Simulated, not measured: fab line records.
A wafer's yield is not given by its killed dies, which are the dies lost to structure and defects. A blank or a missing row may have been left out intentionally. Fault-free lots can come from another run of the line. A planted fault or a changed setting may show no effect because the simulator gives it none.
A struck lot beside a sound one :: flow sky130 :: 29 out of 708 route steps
Sound: these wafers, L384.2, L384.3, L384.6. Wafers struck: L395.1, L395.2, L395.6. Last of all comes the cause.
Order at every step that has rows: each side's tool, ch and its chambers, its first start. Under that, the readings that differ: sound wafers :: struck wafers :: difference of the means :: sigmas: that difference in standard deviations of wafers without a fault.
alike: readings whose means differ by less than 2 such deviations, and words and numbers that are the same on both sides. not compared: withheld readings, readings that some wafer has no value for, bounds like >300 that may hide the same value, and numbers for which the record gives no deviation and whose values overlap.
A row with sigmas, a row that says differs or no value, or rows on one side alone: a step with any of these is where the two part. Non-overlapping numbers with no deviation appear without sigmas and do not part them. Lack of a reading on every wafer of one side parts them only where that side has two or more wafers.

SKY_POLY_GATE_CD_MEAS_13: target cd 150 nm.
  sound on cd sem-01, day 16 06:03; struck on cd sem-02, day 20 18:53
  alike: cd nm
SKY_POLY_GATE_OVL_MEAS_14:
  sound on overlay-02, day 16 06:10; struck on overlay-02, day 20 19:00
  alike: POLY_GATE_OVL
SKY_POLY_GATE_ETCH_15: etches BARC in N2/H2, stops on SiO2, time 118.5 s, target depth 110 nm.
  sound on rie diel-04 ch 0,2, day 16 06:11; struck on rie diel-02 ch 0,1,3, day 20 19:02
  alike: drypump motor current A, oes product au, throttle valve pct
  not compared: rf hours counter h
SKY_POLY_GATE_ETCH_16: etches Si3N4 in CH3F/O2, stops on poly-Si, time 147.5 s, target depth 75 nm.
  sound on rie diel-04 ch 0,2, day 16 06:16; struck on rie diel-02 ch 0,1,3, day 20 19:07
reading: oes product au (a.u.)
sound: 0.629 0.631 0.645
struck: 0.653 0.641 0.646
difference: +0.012
sigmas: +2
  alike: drypump motor current A, throttle valve pct
  not compared: rf hours counter h
SKY_POLY_GATE_ETCH_17: etches poly-Si in HBr/Cl2, stops on SiO2, target depth 180 nm, time 70.5 s.
  sound on rie si-02 ch 0,1,2, day 16 06:22; struck on rie si-02 ch 1,2,3, day 20 19:13
  alike: drypump motor current A, oes product au, throttle valve pct
  not compared: rf hours counter h
SKY_POLY_GATE_STRIP_18: strips in O2/N2.
  sound on plasma asher-01 ch 0,1, day 16 06:26; struck on plasma asher-03 ch 0,1, day 20 19:17
  alike: drypump motor current A, oes product au, strip time to endpoint s
  not compared: rf hours counter h
then, 2 steps without rows for these wafers: SKY_POLY_GATE_CLEAN_19 (cleans in SC1/SC2, time 150 s); SKY_POLY_GATE_OXIDATION_20 (stabilise 600 s, purge 300 s, target thk 4 nm).
SKY_POLY_GATE_THK_MEAS_21:
  sound on film metro-01, day 16 09:11; struck on film metro-03, day 20 20:41
  alike: POLY_GATE_OXIDATION_THK
SKY_POLY_GATE_CD_MEAS_22:
  sound on cd sem-01, day 16 09:16; struck on cd sem-02, day 20 20:44
  alike: cd nm
then, 2 steps without rows for these wafers: SKY_LDD_N_DEHYDRATE_00 (time 60 s); SKY_LDD_N_HMDS_01 (prime time 60 s).
SKY_LDD_N_COAT_02: resist thk 300 nm.
  sound on litho track-02 ch 0, day 16 23:23; struck on litho track-01 ch 0, day 21 10:52
reading: dispense pressure kPa (kPa)
sound: 56 56 56
struck: 43 43 43
difference: -13
sigmas: -2

reading: spin speed rpm (rpm)
sound: 2999.0 2998.4 2998.4
struck: 2593.2 2590.7 2591.7
difference: -406.7
sigmas: -99 or more

reading: model.NOVOLAK_of_LDD_N_COAT_02.thk nm (nm)
sound: 300.5 300.3 299.5
struck: 323 323.7 324
difference: +23
sigmas: 
  alike: exhaust pa
then, 3 steps without rows for these wafers: SKY_LDD_N_SOFTBAKE_03 (time 60 s); SKY_LDD_N_EXPOSE_04 (exposes mask NTM, target cd 840 nm); SKY_LDD_N_PEB_05.
SKY_LDD_N_DEVELOP_06: develop time 60 s.
  sound on litho track-02 ch 0, day 17 13:44; struck on litho track-01 ch 0, day 22 02:07
reading: model.NOVOLAK_of_LDD_N_COAT_02.thk nm (nm)
sound: 300.1 299.9 299.1
struck: 322.6 323.2 323.6
difference: +23.4
sigmas: 
  alike: developer temp C, exhaust pa
SKY_LDD_N_OVL_MEAS_07:
  sound on overlay-01, day 17 13:52; struck on overlay-02, day 22 02:16
  alike: LDD_N_OVL
then, 8 steps without rows for these wafers: SKY_LDD_N_IMPLANT_08; SKY_LDD_N_IMPLANT_09; SKY_LDD_N_IMPLANT_10; SKY_LDD_N_IMPLANT_11; SKY_LDD_N_IMPLANT_12; SKY_LDD_N_IMPLANT_13; SKY_LDD_N_IMPLANT_14; SKY_LDD_N_IMPLANT_15.
SKY_LDD_N_STRIP_16: strips in O2/N2.
  sound on plasma asher-03 ch 0,1, day 17 15:05; struck on plasma asher-04 ch 0,1, day 22 03:31
reading: oes product au (a.u.)
sound: 0.404 0.411 0.400
struck: 0.418 0.413 0.413
difference: +0.010
sigmas: +2

reading: strip time to endpoint s (s)
sound: 4.328 4.329 4.313
struck: 4.614 4.614 4.621
difference: +0.293
sigmas: +20
  alike: drypump motor current A
  not compared: rf hours counter h
SKY_LDD_N_TW_MEAS_17:
  sound on film metro-03, day 17 15:12; struck on film metro-01, day 22 03:37
reading: LDD_N_TW
sound: 2600 2583 2611
struck: 2584 2567 2564
difference: -26
sigmas: -2
SKY_PAD_OPEN_PROBE_99:
  rows exist in the record for the sound wafers here (prober-02, day 45 19:30), none for the struck ones

## WHERE THEY PART
First at SKY_POLY_GATE_ETCH_16; last, within this record, at SKY_PAD_OPEN_PROBE_99.

WHY: what the simulator had put in
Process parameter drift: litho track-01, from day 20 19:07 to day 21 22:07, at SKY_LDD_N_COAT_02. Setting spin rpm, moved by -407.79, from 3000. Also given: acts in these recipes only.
